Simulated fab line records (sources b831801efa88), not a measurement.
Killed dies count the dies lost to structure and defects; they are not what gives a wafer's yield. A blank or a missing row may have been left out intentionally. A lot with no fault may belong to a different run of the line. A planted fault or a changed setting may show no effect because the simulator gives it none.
fab line records || flow sky130
record: {"lots": 13, "wafers": 36, "lastDay": 50}
route steps=708 shown VT_ADJUST_HVTP@94
lots that met no fault: from a run of the same line without faults
startH: hours from the record's opening day to when the first of the lot's shown wafers began || waitH: hours since the lot's step before || " identical to the entry in the row above || L1.1+2: a single row standing in for several wafers || - no value, or no start was given || * or withheld: withheld || < > ~ a bound
route shown NAME@n: names a module that has steps shown in the file, with the first one's number in the route || usual: mean/standard deviation taken from wafers without a fault || same: alike in all rows || chamber/n: place in a boat || sites: each site's reading || _std_site: how widely they spread, as a standard deviation || _edge_site: mean of outer sites minus mean of inner sites || radiusMm: for every site, how far away it sits from the centre of the wafer || mask NAME#n: copy n || behind: the last tool/chamber to shape the wafer || hold: why the lot went on hold/how many hours it stayed there/how the hold came to an end || device: transistor that didn't switch, given as n, p or np || end of line: the same wafers' tests at the end of the route || a step with no rows: only its recipe || killed: at the first sort, the dies lost to defects and structure; wafer yield is something else || map: a wafer's dies, marking killed ones x, the rest . and places with no die _
set.NAME: the setting as run; set.NAME@STEP: as run at that earlier step || model.NAME: the simulator's own value behind a step, which no gauge read
one table for each step of the route and one row for each wafer, over a sample of lots
services: when a tool's chamber went out of use (startH, in hours from the record's first day, below 0 if earlier), for how many hours, and the reason
== steps ==
step: SKY_VT_ADJUST_HVTP_IMPLANT_09
recipe: {"species": "As", "energyKev": 150, "doseCm2": 4.3e+12, "tiltDeg": "withheld"}
{"lot.wafer": "L142.4+5+6", "tool": "implanter-02", "chamber": 0, "startH": 125.81, "waitH": 0.1}
{"lot.wafer": "L144.1+4+5", "tool": "implanter-02", "chamber": 0, "startH": 135.79, "waitH": 0.0}
{"lot.wafer": "L143.2+5+6", "tool": "implanter-02", "chamber": 0, "startH": 137.53, "waitH": 0.0}
{"lot.wafer": "L151.3+5", "tool": "implanter-03", "chamber": 0, "startH": 183.72, "waitH": 0.1}
{"lot.wafer": "L152.3+5", "tool": "implanter-03", "chamber": 0, "startH": 187.16, "waitH": 0.1}
{"lot.wafer": "L153.3+5", "tool": "implanter-03", "chamber": 0, "startH": 193.54, "waitH": 0.1}
{"lot.wafer": "L154.1+2+6", "tool": "implanter-04", "chamber": 0, "startH": 198.71, "waitH": 0.0}
{"lot.wafer": "L156.1+3+5", "tool": "implanter-02", "chamber": 0, "startH": 214.56, "waitH": 0.0}
{"lot.wafer": "L158.2+4+6", "tool": "implanter-02", "chamber": 0, "startH": 221.45, "waitH": 0.0}
{"lot.wafer": "L161.1+4+6", "tool": "implanter-04", "chamber": 0, "startH": 244.66, "waitH": 0.0}
{"lot.wafer": "L162.2+3+4", "tool": "implanter-04", "chamber": 0, "startH": 249.58, "waitH": 0.0}
{"lot.wafer": "L164.1+4+6", "tool": "implanter-02", "chamber": 0, "startH": 263.01, "waitH": 0.0}
{"lot.wafer": "L165.1+2+4", "tool": "implanter-02", "chamber": 0, "startH": 267.67, "waitH": 0.0}
step: SKY_VT_ADJUST_HVTP_TW_MEAS_11
usual: {"VT_ADJUST_HVTP_TW": "1359/12"}
{"lot.wafer": "L142.4", "tool": "filmMetro-01", "chamber": "-", "startH": 126.02, "waitH": 0.1, "VT_ADJUST_HVTP_TW": 1377}
{"lot.wafer": "L142.5", "tool": "filmMetro-01", "chamber": "-", "startH": 126.02, "waitH": 0.1, "VT_ADJUST_HVTP_TW": 1379}
{"lot.wafer": "L142.6", "tool": "filmMetro-01", "chamber": "-", "startH": 126.02, "waitH": 0.1, "VT_ADJUST_HVTP_TW": 1377}
{"lot.wafer": "L144.1", "tool": "filmMetro-04", "chamber": "-", "startH": 136.04, "waitH": 0.1, "VT_ADJUST_HVTP_TW": 1359}
{"lot.wafer": "L144.4", "tool": "filmMetro-04", "chamber": "-", "startH": 136.04, "waitH": 0.1, "VT_ADJUST_HVTP_TW": 1363}
{"lot.wafer": "L144.5", "tool": "filmMetro-04", "chamber": "-", "startH": 136.04, "waitH": 0.1, "VT_ADJUST_HVTP_TW": 1364}
{"lot.wafer": "L143.2", "tool": "filmMetro-03", "chamber": "-", "startH": 137.77, "waitH": 0.1, "VT_ADJUST_HVTP_TW": 1349}
{"lot.wafer": "L143.5", "tool": "filmMetro-03", "chamber": "-", "startH": 137.77, "waitH": 0.1, "VT_ADJUST_HVTP_TW": 1354}
{"lot.wafer": "L143.6", "tool": "filmMetro-03", "chamber": "-", "startH": 137.77, "waitH": 0.1, "VT_ADJUST_HVTP_TW": 1350}
{"lot.wafer": "L151.3", "tool": "filmMetro-04", "chamber": "-", "startH": 183.94, "waitH": 0.1, "VT_ADJUST_HVTP_TW": 1350}
{"lot.wafer": "L151.5", "tool": "filmMetro-04", "chamber": "-", "startH": 183.94, "waitH": 0.1, "VT_ADJUST_HVTP_TW": 1276}
{"lot.wafer": "L152.3", "tool": "filmMetro-04", "chamber": "-", "startH": 187.38, "waitH": 0.1, "VT_ADJUST_HVTP_TW": 1345}
{"lot.wafer": "L152.5", "tool": "filmMetro-04", "chamber": "-", "startH": 187.38, "waitH": 0.1, "VT_ADJUST_HVTP_TW": 1276}
{"lot.wafer": "L153.3", "tool": "filmMetro-03", "chamber": "-", "startH": 193.76, "waitH": 0.1, "VT_ADJUST_HVTP_TW": 1348}
{"lot.wafer": "L153.5", "tool": "filmMetro-03", "chamber": "-", "startH": 193.76, "waitH": 0.1, "VT_ADJUST_HVTP_TW": 1269}
{"lot.wafer": "L154.1", "tool": "filmMetro-04", "chamber": "-", "startH": 198.96, "waitH": 0.1, "VT_ADJUST_HVTP_TW": 1351}
{"lot.wafer": "L154.2", "tool": "filmMetro-04", "chamber": "-", "startH": 198.96, "waitH": 0.1, "VT_ADJUST_HVTP_TW": 1361}
{"lot.wafer": "L154.6", "tool": "filmMetro-04", "chamber": "-", "startH": 198.96, "waitH": 0.1, "VT_ADJUST_HVTP_TW": 1352}
{"lot.wafer": "L156.1", "tool": "filmMetro-01", "chamber": "-", "startH": 214.81, "waitH": 0.1, "VT_ADJUST_HVTP_TW": 1386}
{"lot.wafer": "L156.3", "tool": "filmMetro-01", "chamber": "-", "startH": 214.81, "waitH": 0.1, "VT_ADJUST_HVTP_TW": 1382}
{"lot.wafer": "L156.5", "tool": "filmMetro-01", "chamber": "-", "startH": 214.81, "waitH": 0.1, "VT_ADJUST_HVTP_TW": 1377}
{"lot.wafer": "L158.2", "tool": "filmMetro-01", "chamber": "-", "startH": 221.68, "waitH": 0.1, "VT_ADJUST_HVTP_TW": 1372}
{"lot.wafer": "L158.4", "tool": "filmMetro-01", "chamber": "-", "startH": 221.68, "waitH": 0.1, "VT_ADJUST_HVTP_TW": 1381}
{"lot.wafer": "L158.6", "tool": "filmMetro-01", "chamber": "-", "startH": 221.68, "waitH": 0.1, "VT_ADJUST_HVTP_TW": 1377}
{"lot.wafer": "L161.1", "tool": "filmMetro-01", "chamber": "-", "startH": 244.91, "waitH": 0.1, "VT_ADJUST_HVTP_TW": 1379}
{"lot.wafer": "L161.4", "tool": "filmMetro-01", "chamber": "-", "startH": 244.91, "waitH": 0.1, "VT_ADJUST_HVTP_TW": 1375}
{"lot.wafer": "L161.6", "tool": "filmMetro-01", "chamber": "-", "startH": 244.91, "waitH": 0.1, "VT_ADJUST_HVTP_TW": 1386}
{"lot.wafer": "L162.2", "tool": "filmMetro-03", "chamber": "-", "startH": 249.82, "waitH": 0.1, "VT_ADJUST_HVTP_TW": 1362}
{"lot.wafer": "L162.3", "tool": "filmMetro-03", "chamber": "-", "startH": 249.82, "waitH": 0.1, "VT_ADJUST_HVTP_TW": 1358}
{"lot.wafer": "L162.4", "tool": "filmMetro-03", "chamber": "-", "startH": 249.82, "waitH": 0.1, "VT_ADJUST_HVTP_TW": 1359}
{"lot.wafer": "L164.1", "tool": "filmMetro-04", "chamber": "-", "startH": 263.26, "waitH": 0.1, "VT_ADJUST_HVTP_TW": 1347}
{"lot.wafer": "L164.4", "tool": "filmMetro-04", "chamber": "-", "startH": 263.26, "waitH": 0.1, "VT_ADJUST_HVTP_TW": 1352}
{"lot.wafer": "L164.6", "tool": "filmMetro-04", "chamber": "-", "startH": 263.26, "waitH": 0.1, "VT_ADJUST_HVTP_TW": 1353}
{"lot.wafer": "L165.1", "tool": "filmMetro-01", "chamber": "-", "startH": 267.92, "waitH": 0.1, "VT_ADJUST_HVTP_TW": 1374}
{"lot.wafer": "L165.2", "tool": "filmMetro-01", "chamber": "-", "startH": 267.92, "waitH": 0.1, "VT_ADJUST_HVTP_TW": 1371}
{"lot.wafer": "L165.4", "tool": "filmMetro-01", "chamber": "-", "startH": 267.92, "waitH": 0.1, "VT_ADJUST_HVTP_TW": 1371}
== services ==
{"tool": "implanter-04", "chamber": "-", "startH": 105.42, "hours": 3.8, "kind": "repair"}
{"tool": "implanter-03", "chamber": "-", "startH": 121.87, "hours": 6.0, "kind": "repair"}
{"tool": "implanter-02", "chamber": "-", "startH": 158.10, "hours": 3.3, "kind": "pm"}
== key ==
firstSign: {"step": "SKY_VT_ADJUST_HVTP_TW_MEAS_11", "reading": "VT_ADJUST_HVTP_TW", "direction": "down", "sigmas": 6.9, "usual": 1359, "struck": 1274}
effect none on later readings
metAt SKY_VT_ADJUST_HVTP_IMPLANT_09
struckLots L151,L152,L153
struckWafers L151.5,L152.5,L153.5
testerLeftOut L151,L152,L153
fault: {"kind": "processParameterDrift", "tool": "implanter-03", "chamber": "-", "onsetH": 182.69, "steps": "SKY_VT_ADJUST_HVTP_IMPLANT_09", "channel": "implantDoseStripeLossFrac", "offset": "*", "shape": "step", "endH": 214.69, "scope": "struckWafersOnly"}
testerLeftOut: of these lots the tester's yield and bins aren't shown, on N5 and GAA mostly nor the transistor test; their killed dies are dies lost to structure and defects alone, not to doping, threshold or leakage, so they don't give the yield
